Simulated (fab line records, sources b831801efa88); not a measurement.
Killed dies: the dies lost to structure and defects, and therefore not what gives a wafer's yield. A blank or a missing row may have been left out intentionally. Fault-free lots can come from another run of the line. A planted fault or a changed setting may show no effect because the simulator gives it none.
The same fault as seen by 2 desks || flow sky130 || every desk sees just its own numbers, and what lay behind them comes last

METROLOGY DESK
Means of the sampled wafers that have a number, per lot and without regard to the tool the lot ran on: this is what the gauges read. A lot is out of limits, marked OUT, if its mean lies more than 4 standard deviations from the usual mean; the brackets give that distance.
Columns: A = CAPM_TIN_RS at SKY_CAPM_RS_MEAS_03, usual 6.65 ohm/sq
{"lot": "L365", "first seen here": "day 38 04:48", "A": 6.72}
{"lot": "L367", "first seen here": "day 38 06:07", "A": 6.68}
{"lot": "L368", "first seen here": "day 38 06:24", "A": 6.69}
{"lot": "L366", "first seen here": "day 38 06:49", "A": 6.75}
{"lot": "L370", "first seen here": "day 38 07:11", "A": 6.64}
{"lot": "L372", "first seen here": "day 39 04:57", "A": 6.70}
{"lot": "L371", "first seen here": "day 39 06:19", "A": 6.69}
{"lot": "L374", "first seen here": "day 40 08:48", "A": 6.67}
{"lot": "L376", "first seen here": "day 40 10:02", "A": 6.54}
{"lot": "L379", "first seen here": "day 41 08:00", "A": 6.55}
{"lot": "L380", "first seen here": "day 41 11:53", "A": 6.64}
{"lot": "L382", "first seen here": "day 42 07:54", "A": 6.65}
Finding of this desk: none of the 12 lots has anything out of limits.

TOOL OWNER'S DESK, rie_diel-02
The tool's own readings at SKY_CONTACT_ETCH_16 (etches BARC in N2/H2, stops on SiO2, time 45.9 s, target depth 60 nm): means of the sampled wafers that have a number, for each lot that ran on this tool. A lot is out of limits, marked OUT, if its mean lies more than 4 standard deviations from the usual mean; the brackets give that distance.
Columns: A = drypump_motor_current_A at SKY_CONTACT_ETCH_16, usual 6.0 A; B = oes_product_au at SKY_CONTACT_ETCH_16, usual 0.855 a.u.; C = throttle_valve_pct at SKY_CONTACT_ETCH_16, usual 13.226 %
{"lot": "L367", "first seen here": "day 33 01:44", "A": 5.8, "B": 0.856, "C": 13.223}
{"lot": "L370", "first seen here": "day 33 15:47", "A": 5.9, "B": 0.855, "C": 13.240}
{"lot": "L372", "first seen here": "day 34 10:41", "A": 6.0, "B": 0.856, "C": 13.232}
{"lot": "L371", "first seen here": "day 34 13:26", "A": 6.4, "B": 0.855, "C": 13.229}
{"lot": "L374", "first seen here": "day 35 18:36", "A": 6.0, "B": 0.859, "C": 13.222}
{"lot": "L376", "first seen here": "day 35 20:10", "A": 5.8, "B": 0.859, "C": 13.226}
{"lot": "L380", "first seen here": "day 36 23:49", "A": 5.5, "B": 0.852, "C": 13.225}
{"lot": "L382", "first seen here": "day 37 21:40", "A": 5.8, "B": 0.856, "C": 13.222}
Finding of this desk: none of the 8 lots has anything out of limits.

PUT TOGETHER
At the metrology desk, nothing out of limits was observed.
The desk of the tool owner found nothing out of limits.

WHAT THE SIMULATOR HAD INSERTED
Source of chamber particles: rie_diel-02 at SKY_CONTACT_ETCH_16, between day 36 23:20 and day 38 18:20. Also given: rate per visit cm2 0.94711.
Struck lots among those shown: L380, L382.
